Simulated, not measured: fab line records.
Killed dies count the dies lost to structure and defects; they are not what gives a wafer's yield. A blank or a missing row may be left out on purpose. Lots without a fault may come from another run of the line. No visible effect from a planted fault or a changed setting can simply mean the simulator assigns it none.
Comparing a struck lot with a sound one -- flow sky130 -- 14 steps out of a route of 708
Sound: these wafers, L401.4, L401.5, L401.6. Struck: wafer L409.3. (L409.2 of the same lot was not struck and is left out.) The cause comes at the end.
At each step with rows: each side's tool, then ch and its chambers, then its first start. Under that, the readings that differ: sound wafers -- struck wafers -- difference of the means -- sigmas: that difference in standard deviations of wafers without a fault.
alike: readings whose means differ by less than 2 such deviations, and words and numbers that are the same on both sides. not compared: withheld readings, readings that some wafer has no value for, bounds like >300 that may hide the same value, and numbers for which the record gives no deviation and whose values overlap.
Wherever a step has rows on one side only, a row that says differs or no value, or a row with sigmas, the two part there. When numbers do not overlap yet have no deviation, they are printed without sigmas and do not part them. A reading missing from all wafers of one side parts the sides only when that side holds two or more wafers.

SKY_NWELL_OVL_MEAS_23:
  sound on overlay-02 at day 7 04:18; struck on overlay-02 at day 8 19:08
  alike: NWELL_01_OVL
then, 1 step without rows for these wafers: SKY_NWELL_IMPLANT_24.
SKY_NWELL_STRIP_25: strips in O2/N2.
  sound on plasma asher-04 ch 0,1, day 7 04:30; struck on plasma asher-02 ch 1, day 8 19:19
  alike: drypump motor current A, oes product au, strip time to endpoint s
  not compared: rf hours counter h
SKY_NWELL_TW_MEAS_26:
  sound on film metro-02 at day 7 04:36; struck on film metro-04 at day 8 19:26
  alike: NWELL_2_TW
then, 1 step without rows for these wafers: SKY_NWELL_CLEAN_27 (cleans in SC1/SC2, time 150 s).
SKY_NWELL_RTA_28: time 30 s.
  sound on rtp anneal-01 ch 0, day 7 04:44; struck on rtp anneal-01 ch 0, day 8 19:32
  alike: lamp power pct, wafer_temp_C_max
SKY_NWELL_RS_MEAS_29: a four-point-probe measurement.
  sound on film metro-04 at day 7 04:50; struck on film metro-04 at day 8 19:39
  alike: NWELL_RS
SKY_NWELL_RS_MEAS_31: a four-point-probe measurement.
  sound on film metro-04 at day 7 05:05; struck on film metro-04 at day 8 19:53
  alike: PWDE_RS
then, 3 steps without rows for these wafers: SKY_VT_ADJUST_HVTP_DEHYDRATE_00 (time 60 s); SKY_VT_ADJUST_HVTP_HMDS_01 (prime time 60 s); SKY_VT_ADJUST_HVTP_COAT_02 (resist thk 1140 nm).
SKY_VT_ADJUST_HVTP_SOFTBAKE_03: time 60 s.
  sound on litho track-02 ch 0, day 7 15:04; struck on litho track-02 ch 0, day 9 06:22
reading,sound,struck,difference,sigmas
run length s (s),89.37 89.25 89.40,99.73,+10.39,+61
  alike: chill plate temp C
then, 1 step without rows for these wafers: SKY_VT_ADJUST_HVTP_EXPOSE_04 (exposes mask HVTPM, target cd 380 nm).
-- record jumps: 40 days separate the struck wafers' starts on either side; left off in module VT_ADJUST_HVTP, taken up again in module PAD_OPEN, whose first shown step is the route's number 708 --
SKY_PAD_OPEN_PROBE_99:
  the record has rows for the struck wafers here (prober-01, day 49 06:24) and none for the sound ones

## WHERE THEY PART
Earliest at SKY_VT_ADJUST_HVTP_SOFTBAKE_03; latest, in this record, at SKY_PAD_OPEN_PROBE_99.

WHY: whatever the simulator had introduced
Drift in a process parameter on litho track-02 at SKY_VT_ADJUST_HVTP_SOFTBAKE_03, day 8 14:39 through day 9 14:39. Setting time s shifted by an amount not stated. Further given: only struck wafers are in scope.
